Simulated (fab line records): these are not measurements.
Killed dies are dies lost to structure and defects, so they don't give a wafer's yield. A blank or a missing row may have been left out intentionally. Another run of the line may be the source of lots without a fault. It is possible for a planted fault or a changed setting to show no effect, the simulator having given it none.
Code-filled problem report in 8D (eight disciplines) form    flow gf180mcu    the parts of the form that need people (team, actions taken, sign-off) are left out

## 1. THE ISSUE
Across 6 wafers from 2 lots, NSD_RS at GF_PSD_RS_MEAS_14 averages 39.55 ohm/sq, while fault-free wafers read 45.77 ohm/sq with a standard deviation of 0.081. Measured from the usual mean, that is -77 standard deviations.
The step: measures by four-point-probe.
Earliest sighting: wafer L843.2 on film metro-02 at day 19 05:28. The record has a number at this step for 39 wafers belonging to 13 lots. Rule for "out" (also "out of limits"): further than 4 standard deviations from the usual mean. Any other wafer with a number is counted as sound.

## 2. WHAT IT IS; WHAT IT IS NOT
question                     is                            is not
which readings at this step  NSD_RS                        -
which lots                   L843, L847                    L829, L830, L831, L832, L833, L834, L835, L836, L838, L841, L852
which wafers of those lots   all that have a number        -
read on which gauges         film metro-01, film metro-02  film metro-04
when                         from day 19 05:28             up to then (30 sound wafers); but 3 sound wafers of L852 came after

## 3. SUSPECTS, AND WHAT RULES EACH OUT
Counting: any tool at a process step up to the reading is kept as a suspect provided that every lot that is out went through it and no sound lot did after the first of them.
- the gauge at GF_PSD_RS_MEAS_14 is ruled out. Those wafers that are out were read across 2 gauges (film metro-01, film metro-02).
- rtp anneal-02 at GF_PSD_RTA_13 (time 20 s): kept. Every lot that is out went through it, starting with L843 (day 19 05:23), and after that it ran no sound lot; the last sound lot it ran before then is L838 (day 17 11:20). Its own wafer_temp_C_max readings are out on those wafers.
After counting, what remains is rtp anneal-02 at GF_PSD_RTA_13.

## 4. THE CAUSE (what the simulator had put in)
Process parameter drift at GF_PSD_RTA_13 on rtp anneal-02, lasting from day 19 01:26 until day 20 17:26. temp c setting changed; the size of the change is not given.
After counting, this tool was the only one left.

## 5. SEQUENCE OF EFFECTS, ordered by route
Rows list readings where the struck wafers' mean (over those with a number) sits beyond 3 standard deviations from the usual. Only readings for which the record gives a usual standard deviation are gone through. hours: the time from each lot's start at the first step in this table that gives one to its start at this step, as a median over the lots. sigmas: the change in usual standard deviations.
hours  step               reading           usual          on struck wafers  change  sigmas
0      GF_PSD_RTA_13      lamp power pct    32.3 %         35.3              +3.0    +3.8
0      GF_PSD_RTA_13      wafer_temp_C_max  1028.4         1070.8            +42.3   +59
0      GF_PSD_RS_MEAS_14  NSD_RS            45.77 ohm/sq   39.55             -6.22   -77
0      GF_PSD_RS_MEAS_15  PSD_RS            108.47 ohm/sq  90.51             -17.96  -62
Its process steps:
- GF_PSD_RTA_13: time 20 s.
At these later measuring or inspecting steps, every struck wafer for which the step has a row has a number for every such reading, and none has moved that far: GF_SALICIDE_THK_MEAS_05.

## 6. HOW IT WOULD HAVE BEEN CAUGHT EARLIER
In this record the first reading out of limits at a measuring or inspecting step was taken at day 19 05:28, 4 hours after the fault began at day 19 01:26.
Tool's own readings at GF_PSD_RTA_13, wafer_temp_C_max: out on all struck wafers the step has rows for; an alarm limit on them would have tripped on the first.
Lots out: 2; of these, L847 started GF_PSD_RTA_13 on rtp anneal-02 after day 19 05:28. It would have been spared by a hold on the tool at that moment.
